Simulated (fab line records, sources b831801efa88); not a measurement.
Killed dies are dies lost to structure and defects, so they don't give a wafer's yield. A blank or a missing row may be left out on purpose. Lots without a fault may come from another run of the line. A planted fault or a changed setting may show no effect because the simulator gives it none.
fab line records | flow sfq_line
record lots=7 wafers=21 last_day=91
route steps=325 shown L0@4 L0V@16 M0@28
lots that met no fault: from a run of the same line without faults
start_h: hours from the record's first day to the start of the lot's first wafer shown | wait_h: hours since the lot's step before | " the same as in the row above | L1.1+2: a row that stands for several wafers | - no value, or no start given | * or withheld: withheld | < > ~ a bound
route shown NAME@n: a module of which the file shows steps, and the number in the route of the first | usual: mean/standard deviation of fault-free wafers | same: alike in all rows | chamber/n: place in a boat | sites: the reading at each site | _std_site: their standard deviation | _edge_site: outer sites' mean less inner sites' | radius_mm: how far each site lies from the wafer's centre | mask NAME#n: copy n | behind: the tool/chamber that last shaped the wafer | hold: why the lot was held/for how many hours/how that ended | device: the transistor (n, p or np) that didn't switch | end of line: the same wafers' tests at the end of the route | a step without rows: its recipe alone | killed: dies lost to structure and defects at the first sort, not the wafer's yield | map: a wafer's dies, x killed, . not, _ none there
set.NAME: the setting as run; set.NAME@STEP: as run at that earlier step | model.NAME: the simulator's own value behind a step, which no gauge read
lots at some steps of the route; a table a step, a row a wafer
services: from which hour (start_h, from the record's first day; less than 0 if before it) a tool's chamber was out of use, for how many hours, and why
## steps
# step SFQ_L0_RS_MEAS_901
# recipe thk_meas_gauge=four-point-probe reads=MoNx_KI_of_TRILAYER_L0_DEP_SPUTTER_003
# usual L0_MONX_KI_RS=43.4/0.58
# columns lot.wafer tool chamber start_h wait_h L0_MONX_KI_RS[ohm/sq]
L828.1 film_metro-01 - 47.56 0.0 44.2
L828.3 " - " " 43.1
L828.6 " - " " 43.2
L829.2 film_metro-01 - 52.58 0.1 43.0
L829.3 " - " " 44.0
L829.5 " - " " 43.8
L830.2 film_metro-03 - 57.58 0.1 44.0
L830.4 " - " " 44.5
L830.6 " - " " 43.9
L836.1 film_metro-01 - 87.56 0.0 43.0
L836.2 " - " " 43.6
L836.6 " - " " 44.0
L840.1 film_metro-04 - 107.92 0.4 43.5
L840.2 " - " " 43.3
L840.4 " - " " 44.5
L842.3 film_metro-03 - 117.60 0.1 43.0
L842.4 " - " " 43.5
L842.6 " - " " 42.8
L844.2 film_metro-04 - 127.58 0.1 43.2
L844.3 " - " " 42.5
L844.4 " - " " 42.1
# step SFQ_L0_THK_MEAS_902
# recipe thk_meas_gauge=xrf reads=MoNx_KI_of_TRILAYER_L0_DEP_SPUTTER_003
# usual L0_MONX_KI_THK=40.6/0.55
# columns lot.wafer tool chamber start_h wait_h L0_MONX_KI_THK[nm]
L828.1 film_metro-01 - 47.68 0.1 39.8
L828.3 " - " " 40.9
L828.6 " - " " 40.7
L829.2 film_metro-01 - 52.69 0.1 41.1
L829.3 " - " " 40.4
L829.5 " - " " 40.4
L830.2 film_metro-03 - 57.69 0.1 39.7
L830.4 " - " " 39.2
L830.6 " - " " 39.7
L836.1 film_metro-01 - 87.68 0.1 41.0
L836.2 " - " " 40.4
L836.6 " - " " 40.5
L840.1 film_metro-04 - 108.04 0.1 40.4
L840.2 " - " " 40.7
L840.4 " - " " 39.5
L842.3 film_metro-03 - 117.70 0.1 40.7
L842.4 " - " " 40.0
L842.6 " - " " 40.9
L844.2 film_metro-04 - 127.69 0.1 40.9
L844.3 " - " " 41.4
L844.4 " - " " 41.7
# step SFQ_TRILAYER_L0_LITHO_COAT_010
# recipe resist=BARC spin_rpm=3000 resist_thk_nm=62
# step SFQ_TRILAYER_L0_LITHO_COAT_005
# recipe resist=KrF spin_rpm=3000 resist_thk_nm=595
# step SFQ_TRILAYER_L0_LITHO_SOFTBAKE_009
# recipe temp_c=withheld time_s=withheld resist=KrF
# step SFQ_TRILAYER_L0_LITHO_EXPOSE_006
# recipe mask_id=L0 na=0.6 source_shape=conventional sigma_outer=0.65 target_cd_nm=2000 dose_mj=14.4
# step SFQ_TRILAYER_L0_LITHO_PEB_008
# recipe peb_temp_c=115 peb_time_s=60 resist=KrF
# step SFQ_TRILAYER_L0_LITHO_DEVELOP_007
# recipe time_s=60 resist=KrF
# step SFQ_TRILAYER_L0_BARC_OPEN_METAL_ETCH_010
# recipe mask_material=PR chemistry=O2 target_depth_nm=125 target=BARC icp_w=600 bias_w=80 pressure_mtorr=10 time_s=41.7
# usual chamber_pressure_mTorr=10.000/0.0097 drypump_motor_current_A=5.3/0.49 oes_product_au=0.685/0.0047
# columns lot.wafer tool chamber start_h wait_h chamber_pressure_mTorr drypump_motor_current_A oes_product_au rf_hours_counter_h
L828.1 rie_metal-02 0 63.40 0.1 10.007 5.7 0.677 156
L828.3 " 0 " " 10.001 5.7 0.695 -
L828.6 " 0 " " 9.994 5.7 0.683 -
L829.2 rie_metal-03 1 70.86 0.1 10.000 6.2 0.683 23
L829.3 " 0 " " 10.014 5.0 0.680 -
L829.5 " 1 " " 10.001 6.2 0.685 -
L830.2 rie_metal-04 1 76.70 0.1 9.991 4.9 0.690 14
L830.4 " 1 " " 10.002 5.0 0.679 -
L830.6 " 0 " " 9.984 5.4 0.687 -
L836.1 rie_metal-04 0 118.90 0.1 10.001 5.4 0.687 159
L836.2 " 1 " " 10.022 4.9 0.686 22
L836.6 " 1 " " 10.018 4.9 0.688 -
L840.1 rie_metal-02 1 172.70 0.1 10.000 4.8 0.703 77
L840.2 " 0 " " 10.000 5.7 0.688 176
L840.4 " 1 " " 10.003 4.8 0.688 -
L842.3 rie_metal-03 0 192.05 0.1 10.016 5.0 0.682 -
L842.4 " 1 " " 9.988 6.2 0.685 -
L842.6 " 1 " " 9.995 6.2 0.683 -
L844.2 rie_metal-03 0 213.63 0.1 9.996 5.0 0.686 95
L844.3 " 1 " " 10.008 6.2 0.691 -
L844.4 " 0 " " 9.995 4.9 0.686 -
# step SFQ_TRILAYER_L0_ETCH_METAL_ETCH_008
# recipe target=MoNx_KI stop_on=SiO2 mask_material=PR chemistry=SF6/O2 target_depth_nm=50 icp_w=600 bias_w=80 pressure_mtorr=10 time_s=25
# step SFQ_TRILAYER_L0_STRIP_STRIP_009
# recipe gas=O2 power_w=200 platen_temp_c=40 overash_fraction=0.65 chemistry=O2 pressure_mtorr=50
# usual chamber_pressure_mTorr=50.00/0.042 drypump_motor_current_A=5.3/0.5 oes_product_au=0.998/0.009 platen_temp_c=40.03/0.11
# columns lot.wafer tool chamber start_h wait_h chamber_pressure_mTorr drypump_motor_current_A oes_product_au platen_temp_c rf_hours_counter_h
L828.1 rie_metal-02 0 63.51 0.0 50.03 5.7 1.010 40.05 156
L828.3 " 0 " " 49.99 5.7 1.006 40.10 -
L828.6 " 0 " " 49.99 5.7 0.996 40.11 -
L829.2 rie_metal-03 1 70.97 0.0 49.97 6.2 1.002 40.33 23
L829.3 " 0 " " 49.99 5.0 1.009 39.98 -
L829.5 " 1 " " 49.99 6.2 1.008 40.15 -
L830.2 rie_metal-04 1 76.81 0.0 50.02 4.9 0.984 40.10 14
L830.4 " 1 " " 49.99 5.0 0.984 40.09 -
L830.6 " 0 " " 50.08 5.4 0.988 40.09 -
L836.1 rie_metal-04 0 119.01 0.0 49.87 5.4 0.988 39.97 159
L836.2 " 1 " " 50.03 5.0 0.983 40.06 22
L836.6 " 1 " " 49.91 5.0 0.993 39.86 -
L840.1 rie_metal-02 1 172.81 0.0 49.98 4.8 0.983 40.04 78
L840.2 " 0 " " 49.91 5.7 1.010 40.05 176
L840.4 " 1 " " 49.94 4.8 0.992 40.08 -
L842.3 rie_metal-03 0 192.33 0.2 49.95 4.9 0.999 40.00 -
L842.4 " 1 " " 49.95 6.2 0.996 40.22 -
L842.6 " 1 " " 49.99 6.2 1.005 40.12 -
L844.2 rie_metal-03 0 213.73 0.0 50.03 5.0 1.009 39.99 96
L844.3 " 1 " " 49.98 6.2 1.007 39.81 -
L844.4 " 0 " " 50.01 5.0 1.002 39.96 -
# step SFQ_TRILAYER_L0_STRIP_SOLV_CLEAN_010
# recipe chemistry=NMP temp_c=70 time_s=600
# step SFQ_TRILAYER_L0_CAP_PECVD_011
# recipe material=SiO2 temp_c=150 time_s=13.333 pressure_torr=2.4 rf_w=183.3 precursor=SiH4/N2O target_thk_nm=60
# usual chamber_pressure_Torr=2.401/0.0047 heater_power_outer_w=31/13 heater_power_w=84/21 throttle_valve_pct=25.4/1.9
# columns lot.wafer tool chamber start_h wait_h chamber_pressure_Torr heater_power_outer_w heater_power_w since_wet_clean_h throttle_valve_pct
L828.1 pecvd-01 0 64.28 0.0 - - - - -
L828.3 " 2 " " - - - - -
L828.6 " 2 " " - - - - -
L829.2 pecvd-04 0 71.74 0.0 - - - - -
L829.3 " 1 " " - - - - -
L829.5 " 0 " " - - - - -
L830.2 pecvd-01 0 77.58 0.0 - - - - -
L830.4 " 2 " " - - - - -
L830.6 " 1 " " - - - - -
L836.1 pecvd-03 2 119.78 0.0 2.403 43 104 281 24.0
L836.2 " 0 " " 2.394 44 104 281 23.8
L836.6 " 0 " " 2.397 43 103 - 23.9
L840.1 pecvd-01 0 173.58 0.0 2.401 43 97 1457 28.9
L840.2 " 2 " " 2.409 18 63 1457 24.8
L840.4 " 1 " " 2.393 10 48 - 28.5
L842.3 pecvd-03 2 192.91 0.0 2.401 42 101 354 23.9
L842.4 " 2 " " 2.394 42 101 - 24.1
L842.6 " 1 " " 2.414 22 78 - 24.6
L844.2 pecvd-01 1 214.51 0.0 2.405 10 50 6 24.2
L844.3 " 2 " " 2.401 21 65 6 22.3
L844.4 " 1 " " 2.402 10 50 - 24.0
# step SFQ_TRILAYER_L0_VIA_LITHO_COAT_018
# recipe resist=BARC spin_rpm=3000 resist_thk_nm=62
# step SFQ_TRILAYER_L0_VIA_LITHO_COAT_013
# recipe resist=KrF spin_rpm=3000 resist_thk_nm=639.5
# step SFQ_TRILAYER_L0_VIA_LITHO_SOFTBAKE_017
# recipe temp_c=withheld time_s=withheld resist=KrF
# step SFQ_TRILAYER_L0_VIA_LITHO_EXPOSE_014
# recipe mask_id=L0V na=0.6 source_shape=conventional sigma_outer=0.65 target_cd_nm=700 dose_mj=21.3
# step SFQ_TRILAYER_L0_VIA_LITHO_PEB_016
# recipe peb_temp_c=115 peb_time_s=60 resist=KrF
# step SFQ_TRILAYER_L0_VIA_LITHO_DEVELOP_015
# recipe time_s=60 resist=KrF
# step SFQ_L0V_OVL_MEAS_903
# usual L0V_OVL=1/5
# columns lot.wafer tool chamber start_h wait_h L0V_OVL[nm]
L828.1 overlay-02 - 123.70 0.1 -4
L828.3 " - " " 3
L828.6 " - " " -1
L829.2 overlay-02 - 126.11 0.1 2
L829.3 " - " " 2
L829.5 " - " " 2
L830.2 overlay-01 - 130.91 0.1 -1
L830.4 " - " " 4
L830.6 " - " " 5
L836.1 overlay-02 - 194.43 0.1 13
L836.2 " - " " 9
L836.6 " - " " 14
L840.1 overlay-01 - 279.58 0.1 5
L840.2 " - " " 2
L840.4 " - " " 2
L842.3 overlay-02 - 302.10 0.1 -8
L842.4 " - " " -4
L842.6 " - " " -1
L844.2 overlay-01 - 322.36 0.1 2
L844.3 " - " " 3
L844.4 " - " " 4
# step SFQ_TRILAYER_L0_VIA_BARC_OPEN_VIA_ETCH_021
# recipe mask_material=PR chemistry=O2 target_depth_nm=125 target=BARC source_w=500 bias_w=80 pressure_mtorr=30 time_s=41.7
# step SFQ_TRILAYER_L0_VIA_ETCH_VIA_ETCH_016
# recipe target=SiO2 stop_on=MoNx_KI mask_material=PR chemistry=CHF3 target_depth_nm=80 source_w=500 bias_w=80 pressure_mtorr=30 time_s=withheld
# usual chamber_pressure_mTorr=30.003/0.027 drypump_motor_current_A=5.8/0.43 oes_product_au=0.842/0.0077
# columns lot.wafer tool chamber start_h wait_h chamber_pressure_mTorr drypump_motor_current_A oes_product_au model.etch.depth_nm
L828.1 rie_diel-03 3 123.78 0.0 30.034 5.8 0.377 0
L828.3 " 1 " " 30.008 6.0 0.374 0
L828.6 " 3 " " 30.033 5.8 0.381 0
L829.2 rie_diel-02 2 126.18 0.0 29.950 6.5 0.375 0
L829.3 " 1 " " 30.001 5.7 0.373 0
L829.5 " 2 " " 29.970 6.5 0.374 0
L830.2 rie_diel-02 1 130.98 0.0 30.019 5.7 0.371 0
L830.4 " 2 " " 30.010 6.5 0.366 0
L830.6 " 0 " " 29.991 5.1 0.370 0
L836.1 rie_diel-02 2 194.51 0.0 30.036 6.5 0.844 60.47
L836.2 " 3 " " 29.928 6.1 0.848 59.98
L836.6 " 0 " " 29.995 5.1 0.850 60.72
L840.1 rie_diel-04 2 279.66 0.0 30.010 6.0 0.835 58.39
L840.2 " 1 " " 30.069 6.0 0.845 59.53
L840.4 " 3 " " 30.001 5.4 0.854 61.29
L842.3 rie_diel-04 1 302.17 0.0 30.004 5.9 0.849 60.14
L842.4 " 3 " " 29.973 5.3 0.846 61.34
L842.6 " 1 " " 30.012 6.0 0.845 60.62
L844.2 rie_diel-02 1 322.43 0.0 30.037 5.7 0.838 59.74
L844.3 " 2 " " 29.991 6.5 0.835 58.43
L844.4 " 1 " " 30.015 5.7 0.846 61.42
# step SFQ_TRILAYER_L0_VIA_STRIP_STRIP_017
# recipe gas=O2 power_w=200 platen_temp_c=40 overash_fraction=0.65 chemistry=O2 pressure_mtorr=50
# step SFQ_TRILAYER_L0_VIA_STRIP_SOLV_CLEAN_018
# recipe chemistry=NMP temp_c=70 time_s=600
# step SFQ_TRILAYER_M0_DEP_PRE_CLEAN_020
# recipe gas=Ar time_s=15 bias_v=250
# step SFQ_TRILAYER_M0_DEP_SPUTTER_019
# recipe material=Nb base_pressure_pa=1.33e-06 chamber_pressure_pa=0.1333 substrate_temp_c=20 resputter_cathode_voltage_v=400 target_thk_nm=200 power_w=2000 time_s=133.3
# usual throttle_valve_pct=30.1/1.1
# columns lot.wafer tool chamber start_h wait_h throttle_valve_pct
L828.1 pvd_sputter-06 - 124.63 0.0 30.4
L828.3 " - " " 31.0
L828.6 " - " " 30.9
L829.2 pvd_sputter-04 - 127.03 0.0 31.0
L829.3 " - " " 30.0
L829.5 " - " " 30.3
L830.2 pvd_sputter-06 - 132.43 0.0 30.9
L830.4 " - " " 28.8
L830.6 " - " " 28.3
L836.1 pvd_sputter-04 - 195.37 0.0 31.6
L836.2 " - " " 30.6
L836.6 " - " " 31.4
L840.1 pvd_sputter-06 - 280.52 0.0 28.7
L840.2 " - " " 30.9
L840.4 " - " " 28.6
L842.3 pvd_sputter-06 - 303.03 0.0 31.2
L842.4 " - " " 28.7
L842.6 " - " " 28.5
L844.2 pvd_sputter-06 - 323.28 0.0 30.9
L844.3 " - " " 31.0
L844.4 " - " " 28.5
# step SFQ_M0_RS_MEAS_904
# recipe thk_meas_gauge=four-point-probe reads=Nb_of_TRILAYER_M0_DEP_SPUTTER_019
# usual M0_NB_RS=0.889/0.011
# columns lot.wafer tool chamber start_h wait_h M0_NB_RS[ohm/sq]
L828.1 film_metro-01 - 124.72 0.0 0.895
L828.3 " - " " 0.897
L828.6 " - " " 0.898
L829.2 film_metro-01 - 127.14 0.1 0.882
L829.3 " - " " 0.874
L829.5 " - " " 0.874
L830.2 film_metro-01 - 132.54 0.1 0.880
L830.4 " - " " 0.885
L830.6 " - " " 0.883
L836.1 film_metro-03 - 195.46 0.0 0.865
L836.2 " - " " 0.867
L836.6 " - " " 0.860
L840.1 film_metro-03 - 280.61 0.0 0.905
L840.2 " - " " 0.892
L840.4 " - " " 0.908
L842.3 film_metro-03 - 303.16 0.1 0.883
L842.4 " - " " 0.895
L842.6 " - " " 0.883
L844.2 film_metro-03 - 323.39 0.1 0.885
L844.3 " - " " 0.872
L844.4 " - " " 0.886
# step SFQ_TRILAYER_M0_LITHO_COAT_026
# recipe resist=BARC spin_rpm=3000 resist_thk_nm=62
# step SFQ_TRILAYER_M0_LITHO_COAT_021
# recipe resist=KrF spin_rpm=3000 resist_thk_nm=600
# step SFQ_TRILAYER_M0_LITHO_SOFTBAKE_025
# recipe temp_c=withheld time_s=withheld resist=KrF
# step SFQ_TRILAYER_M0_LITHO_EXPOSE_022
# recipe mask_id=M0 na=0.6 source_shape=conventional sigma_outer=0.65 target_cd_nm=500 dose_mj=14.4
# usual exposure_dose_mJ_cm2=14.401/0.014 focus_offset_nm=0.0/0.57 sigma_outer=0.65/0
# columns lot.wafer tool chamber start_h wait_h mask exposure_dose_mJ_cm2 focus_offset_nm sigma_outer
L828.1 krf_scanner-02 - 204.93 - M0#0 - - -
L828.3 " - " " M0#0 - - -
L828.6 " - " " M0#0 - - -
L829.2 krf_scanner-02 - 211.13 - M0#0 - - -
L829.3 " - " " M0#0 - - -
L829.5 " - " " M0#0 - - -
L830.2 krf_scanner-02 - 220.73 - M0#0 - - -
L830.4 " - " " M0#0 - - -
L830.6 " - " " M0#0 - - -
L836.1 krf_scanner-01 0 296.50 - M0#0 14.413 -0.4 0.65
L836.2 " 0 " " M0#0 14.395 0.0 0.65
L836.6 " 0 " " M0#0 14.415 0.0 0.65
L840.1 krf_scanner-01 0 309.50 - M0#0 14.413 -0.8 0.65
L840.2 " 0 " " M0#0 14.415 -0.4 0.65
L840.4 " 0 " " M0#0 14.383 -0.4 0.65
L842.3 krf_scanner-01 0 317.10 - M0#0 14.409 -0.5 0.65
L842.4 " 0 " " M0#0 14.405 -1.2 0.65
L842.6 " 0 " " M0#0 14.399 0.4 0.65
L844.2 krf_scanner-01 0 448.02 - M0#0 14.392 0.3 0.65
L844.3 " 0 " " M0#0 14.388 0.7 0.65
L844.4 " 0 " " M0#0 14.391 0.2 0.65
# step SFQ_TRILAYER_M0_LITHO_PEB_024
# recipe peb_temp_c=115 peb_time_s=62.16 resist=KrF
# usual plate_sensor_t_centre_C=115.95/0.0094 plate_sensor_t_edge_C=116.08/0.01
# same peb_time_s=62.16
# columns lot.wafer tool chamber start_h wait_h plate_sensor_t_centre_C plate_sensor_t_edge_C
L828.1 litho_track-04 0 206.13 1.0 115.93 116.07
L828.3 " 0 " " 115.95 116.1
L828.6 " 0 " " 115.94 116.1
L829.2 litho_track-02 0 212.15 0.8 115.96 116.08
L829.3 " 0 " " 115.94 116.08
L829.5 " 0 " " 115.95 116.11
L830.2 litho_track-03 0 221.75 0.8 115.95 116.09
L830.4 " 0 " " 115.94 116.07
L830.6 " 0 " " 115.95 116.1
L836.1 litho_track-03 0 297.70 1.0 115.96 116.09
L836.2 " 0 " " 115.94 116.07
L836.6 " 0 " " 115.95 116.08
L840.1 litho_track-04 0 310.70 1.0 115.94 116.08
L840.2 " 0 " " 115.92 116.09
L840.4 " 0 " " 115.95 116.08
L842.3 litho_track-04 0 317.95 0.7 115.94 116.08
L842.4 " 0 " " 115.94 116.09
L842.6 " 0 " " 115.95 116.09
L844.2 litho_track-03 0 449.05 0.8 115.94 116.11
L844.3 " 0 " " 115.95 116.09
L844.4 " 0 " " 115.95 116.08
# step SFQ_TRILAYER_M0_LITHO_DEVELOP_023
# recipe time_s=60 resist=KrF
# step SFQ_M0_OVL_MEAS_906
# usual M0_OVL=-5/5.4
# columns lot.wafer tool chamber start_h wait_h M0_OVL[nm]
L828.1 overlay-02 - 206.43 0.1 -
L828.3 " - " " -
L828.6 " - " " -
L829.2 overlay-02 - 212.44 0.1 -
L829.3 " - " " -
L829.5 " - " " -
L830.2 overlay-02 - 222.04 0.1 -
L830.4 " - " " -
L830.6 " - " " -
L836.1 overlay-02 - 298.00 0.1 -6
L836.2 " - " " -8
L836.6 " - " " -8
L840.1 overlay-02 - 311.00 0.1 -16
L840.2 " - " " -14
L840.4 " - " " -14
L842.3 overlay-01 - 318.21 0.1 1
L842.4 " - " " -1
L842.6 " - " " 0
L844.2 overlay-01 - 449.33 0.1 1
L844.3 " - " " 1
L844.4 " - " " -4
# step SFQ_TRILAYER_M0_BARC_OPEN_METAL_ETCH_031
# recipe mask_material=PR chemistry=O2 target_depth_nm=125 target=BARC icp_w=600 bias_w=80 pressure_mtorr=10 time_s=41.7
# step SFQ_TRILAYER_M0_ETCH_METAL_ETCH_024
# recipe target=Nb stop_on=SiO2 mask_material=PR chemistry=Cl2/Ar target_depth_nm=240 icp_w=600 bias_w=80 pressure_mtorr=10 time_s=120
# usual chamber_pressure_mTorr=10.000/0.0089 drypump_motor_current_A=5.4/0.46 oes_product_au=0.895/0.0077
# columns lot.wafer tool chamber start_h wait_h chamber_pressure_mTorr drypump_motor_current_A oes_product_au rf_hours_counter_h model.M0.cd_nm
L828.1 rie_metal-02 1 206.53 0.0 9.979 4.8 0.880 82 3.249
L828.3 " 0 " " 9.993 5.7 0.889 - -
L828.6 " 0 " " 10.005 5.7 0.894 - -
L829.2 rie_metal-01 0 212.53 0.0 9.979 6.0 0.901 20 -
L829.3 " 0 " " 9.997 6.0 0.901 - -
L829.5 " 0 " " 9.991 6.0 0.906 - -
L830.2 rie_metal-01 0 222.13 0.0 10.015 6.0 0.907 21 -
L830.4 " 1 " " 10.004 5.7 0.901 - 3.417
L830.6 " 1 " " 9.990 5.8 0.904 - 2.815
L836.1 rie_metal-01 0 298.10 0.0 9.992 6.0 0.905 30 494.5
L836.2 " 1 " " 10.002 5.8 0.905 173 495
L836.6 " 1 " " 9.988 5.8 0.908 - 497.1
L840.1 rie_metal-01 0 311.10 0.0 10.001 6.0 0.883 33 498.2
L840.2 " 1 " " 10.002 5.8 0.882 175 498.7
L840.4 " 1 " " 9.999 5.8 0.884 - 498.2
L842.3 rie_metal-04 1 318.44 0.1 10.011 5.0 0.907 - 493.6
L842.4 " 1 " " 10.010 5.0 0.886 - 493.5
L842.6 " 1 " " 10.005 5.0 0.903 - 494.6
L844.2 rie_metal-01 1 449.42 0.0 10.011 5.8 0.899 11 495.2
L844.3 " 0 " " 9.989 6.0 0.907 - 496.2
L844.4 " 1 " " 9.993 5.8 0.894 - 495.7
# step SFQ_TRILAYER_M0_STRIP_STRIP_025
# recipe gas=O2 power_w=200 platen_temp_c=40 overash_fraction=0.65 chemistry=O2 pressure_mtorr=50
# usual chamber_pressure_mTorr=50.00/0.046 drypump_motor_current_A=5.4/0.45 oes_product_au=0.996/0.0075 platen_temp_c=39.98/0.11
# columns lot.wafer tool chamber start_h wait_h chamber_pressure_mTorr drypump_motor_current_A oes_product_au platen_temp_c rf_hours_counter_h
L828.1 rie_metal-02 1 206.65 0.1 49.99 4.8 0.992 39.96 82
L828.3 " 0 " " 49.97 5.7 1.006 40.04 -
L828.6 " 0 " " 50.02 5.7 1.009 39.95 -
L829.2 rie_metal-01 0 212.65 0.1 49.96 6.0 0.996 40.19 20
L829.3 " 0 " " 49.92 6.0 1.002 40.28 -
L829.5 " 0 " " 50.03 6.0 0.994 40.11 -
L830.2 rie_metal-01 0 222.25 0.1 49.98 6.0 1.004 39.98 21
L830.4 " 1 " " 49.92 5.8 1.009 40.06 -
L830.6 " 1 " " 49.99 5.8 0.998 40.02 -
L836.1 rie_metal-01 0 298.22 0.1 50.02 6.0 0.999 39.89 30
L836.2 " 1 " " 49.98 5.7 0.990 40.04 173
L836.6 " 1 " " 50.00 5.8 0.994 40.12 -
L840.1 rie_metal-01 0 311.22 0.1 49.99 6.0 0.996 39.87 33
L840.2 " 1 " " 49.94 5.8 0.992 40.05 176
L840.4 " 1 " " 49.97 5.7 0.991 39.92 -
L842.3 rie_metal-04 1 319.01 0.5 50.04 4.9 0.992 40.02 -
L842.4 " 1 " " 49.96 5.0 0.995 39.97 -
L842.6 " 1 " " 49.99 5.0 0.989 39.99 -
L844.2 rie_metal-01 1 449.54 0.1 49.94 5.8 0.998 40.02 11
L844.3 " 0 " " 50.09 6.0 1.003 39.87 -
L844.4 " 1 " " 50.00 5.8 0.996 39.98 -
## services
# columns tool chamber start_h hours kind
krf_scanner-01 - 63.10 1.3 pm
rie_diel-02 2 69.50 6.6 repair
krf_scanner-01 - 78.05 0.2 repair
rie_metal-03 1 82.82 49.6 repair
rie_metal-02 - 93.27 1.0 repair
rie_metal-04 0 112.50 2.6 repair
krf_scanner-01 - 135.40 1.0 pm
rie_metal-02 - 150.44 0.4 repair
rie_metal-01 0 165.74 2.9 repair
rie_metal-02 - 167.36 0.7 repair
krf_scanner-01 - 176.00 0.8 pm
krf_scanner-01 - 180.40 1.5 repair
pecvd-01 - 194.32 14.0 pm
krf_scanner-01 - 201.88 0.4 repair
rie_metal-03 1 221.69 64.5 repair
pecvd-01 0 226.73 5.1 repair
rie_metal-01 - 276.58 1.4 pm
rie_metal-04 0 305.99 1.0 repair
pvd_sputter-06 - 314.02 8.9 repair
pvd_sputter-06 - 352.81 3.0 repair
rie_metal-04 - 358.59 2.8 pm
rie_metal-02 0 384.84 5.2 repair
rie_metal-01 - 404.26 2.8 pm
pvd_sputter-06 - 427.72 4.0 repair
## key
first_sign step=SFQ_TRILAYER_L0_CAP_PECVD_011 reading=tool_record direction=missing
effect step=SFQ_TRILAYER_L0_VIA_ETCH_VIA_ETCH_016 reading=oes_product_au direction=down sigmas=61 usual=0.842 struck=0.373
effect step=SFQ_TRILAYER_M0_LITHO_EXPOSE_022 reading=tool_record direction=missing
effect step=SFQ_M0_OVL_MEAS_906 reading=M0_OVL direction=missing
model_effect step=SFQ_TRILAYER_L0_VIA_ETCH_VIA_ETCH_016 value=etch.depth_nm without=60.64 struck=0
model_effect step=SFQ_TRILAYER_M0_ETCH_METAL_ETCH_024 value=M0.cd_nm without=499.9 struck=3.16
met_at SFQ_TRILAYER_L0_CAP_PECVD_011
struck_wafers L828.1,L828.3,L828.6,L829.2,L829.3,L829.5,L830.2,L830.4,L830.6
fault kind=skipped_step_whole tool=pecvd-01,pecvd-04 chamber=- onset_h=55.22 steps=SFQ_TRILAYER_L0_CAP_PECVD_011 scope=struck_lots_only
